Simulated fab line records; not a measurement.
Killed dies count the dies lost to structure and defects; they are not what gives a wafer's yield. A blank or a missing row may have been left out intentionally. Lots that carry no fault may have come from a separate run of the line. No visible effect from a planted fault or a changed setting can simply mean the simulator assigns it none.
A lot that was struck, set against a sound lot | flow sky130 | 27 steps out of a route of 708
Sound: wafers L656.2, L656.3, L656.5. Struck: wafers L658.1, L658.2, L658.6. At the end, the cause is stated.
Order at every step that has rows: each side's tool, ch and its chambers, its first start. Under that, the readings that differ: sound wafers | struck wafers | difference of the means | sigmas: that difference in standard deviations of wafers without a fault.
alike: readings whose means differ by less than 2 such deviations, and words and numbers that are the same on both sides. not compared: withheld readings, readings that some wafer has no value for, bounds like >300 that may hide the same value, and numbers for which the record gives no deviation and whose values overlap.
The two part at a step that has a row with sigmas, a row that says differs or no value, or rows on one side only. Numbers that don't overlap but have no deviation are shown without sigmas and don't part them. A reading that every wafer of one side lacks parts them only if that side has two wafers or more.

first, 5 steps without rows for these wafers: SKY_GATE_OXIDE_COAT_05 (resist thk 1140 nm); SKY_GATE_OXIDE_SOFTBAKE_06 (time 60 s); SKY_GATE_OXIDE_EXPOSE_07 (exposes mask LVOM, target cd 600 nm); SKY_GATE_OXIDE_PEB_08; SKY_GATE_OXIDE_DEVELOP_09 (develop time 60 s).
SKY_GATE_OXIDE_OVL_MEAS_10:
  sound: overlay-02 at day 15 08:20; struck: overlay-02 at day 16 02:23
  reading             | sound          | struck      | difference | sigmas
  GATE_OXIDE_OVL (nm) | -2.5 -2.0 -2.2 | 0.7 1.0 2.0 | +3.5       | +2
then, 2 steps without rows for these wafers: SKY_GATE_OXIDE_IMPLANT_11; SKY_GATE_OXIDE_WET_ETCH_12 (etches SiO2 in dHF, target depth 16.8 nm, time 336 s).
SKY_GATE_OXIDE_STRIP_13: strips in O2/N2.
  sound on plasma asher-01 ch 0,1, day 15 08:37; struck on plasma asher-01 ch 0,1, day 16 02:40
  alike: drypump motor current A, oes product au, strip time to endpoint s
  not compared: rf hours counter h
SKY_GATE_OXIDE_TW_MEAS_14:
  sound: film metro-01 at day 15 08:43; struck: film metro-02 at day 16 02:46
  alike: GATE_OXIDE_TW
then, 2 steps without rows for these wafers: SKY_GATE_OXIDE_CLEAN_15 (cleans in SC1/SC2, time 150 s); SKY_GATE_OXIDE_OXIDATION_16 (stabilise 600 s, purge 300 s, target thk 3.57 nm).
SKY_POLY_GATE_CVD_00: deposits poly-Si, target thk 180 nm, time 720 s.
  sound on lpcvd-01 ch 1, day 15 11:29; struck on lpcvd-01 ch 1, day 16 04:25
  reading                                       | sound           | struck            | difference | sigmas
  model.poly-Si_of_POLY_GATE_CVD_00.thk nm (nm) | 181 181.4 181.5 | 186.5 187.9 186.7 | +5.7       |
SKY_POLY_GATE_THK_MEAS_01:
  sound: film metro-01 at day 15 12:42; struck: film metro-03 at day 16 05:37
  reading                   | sound             | struck            | difference | sigmas
  POLY_GATE_CVD_00_THK (nm) | 181.2 181.4 181.4 | 186.6 187.8 186.7 | +5.7       | +3
then, 8 steps without rows for these wafers: SKY_RES_PROTECT_DEHYDRATE_00 (time 60 s); SKY_RES_PROTECT_HMDS_01 (prime time 60 s); SKY_RES_PROTECT_COAT_02 (resist thk 1140 nm); SKY_RES_PROTECT_SOFTBAKE_03 (time 60 s); SKY_RES_PROTECT_EXPOSE_04 (exposes mask RPM, target cd 1270 nm); SKY_RES_PROTECT_PEB_05; SKY_RES_PROTECT_DEVELOP_06 (develop time 60 s); SKY_POLY_GATE_IMPLANT_02.
SKY_RES_PROTECT_STRIP_07: strips in O2/N2.
  sound on plasma asher-04 ch 0, day 16 16:46; struck on plasma asher-04 ch 0,1, day 17 10:32
  alike: drypump motor current A, oes product au, strip time to endpoint s
  not compared: rf hours counter h
SKY_RES_PROTECT_TW_MEAS_08:
  sound: film metro-04 at day 16 16:53; struck: film metro-03 at day 17 10:38
  alike: POLY_GATE_TW
SKY_RES_PROTECT_CLEAN_09: cleans in SC1/SC2, time 150 s.
  sound on wet bench-04 ch 3, day 16 16:56; struck on wet bench-04 ch 0, day 17 10:41
  reading                                       | sound             | struck            | difference | sigmas
  model.poly-Si_of_POLY_GATE_CVD_00.thk nm (nm) | 180.4 180.8 180.8 | 185.9 187.2 186.1 | +5.7       |
  alike: bath guard temp C
then, 1 step without rows for these wafers: SKY_POLY_GATE_CVD_03 (deposits Si3N4 from DCS/NH3, target thk 75 nm, time 1290 s).
-- a jump in the record: the struck wafers' starts before and after are 30 days apart (it breaks off in module POLY_GATE and resumes in module PAD_OPEN, where the first step shown is number 708 of the route) --
SKY_PAD_OPEN_PROBE_99:
  sound: prober-01 at day 46 21:25; struck: prober-01 at day 47 13:24
  not compared: model.etest.res poly.rs ohm sq

WHERE THEY PART
Earliest at SKY_GATE_OXIDE_OVL_MEAS_10; latest, in this record, at SKY_POLY_GATE_THK_MEAS_01. Later steps at which nothing parts them and some readings are alike: SKY_RES_PROTECT_STRIP_07, SKY_RES_PROTECT_TW_MEAS_08, SKY_RES_PROTECT_CLEAN_09.

WHY: what the simulator had put in
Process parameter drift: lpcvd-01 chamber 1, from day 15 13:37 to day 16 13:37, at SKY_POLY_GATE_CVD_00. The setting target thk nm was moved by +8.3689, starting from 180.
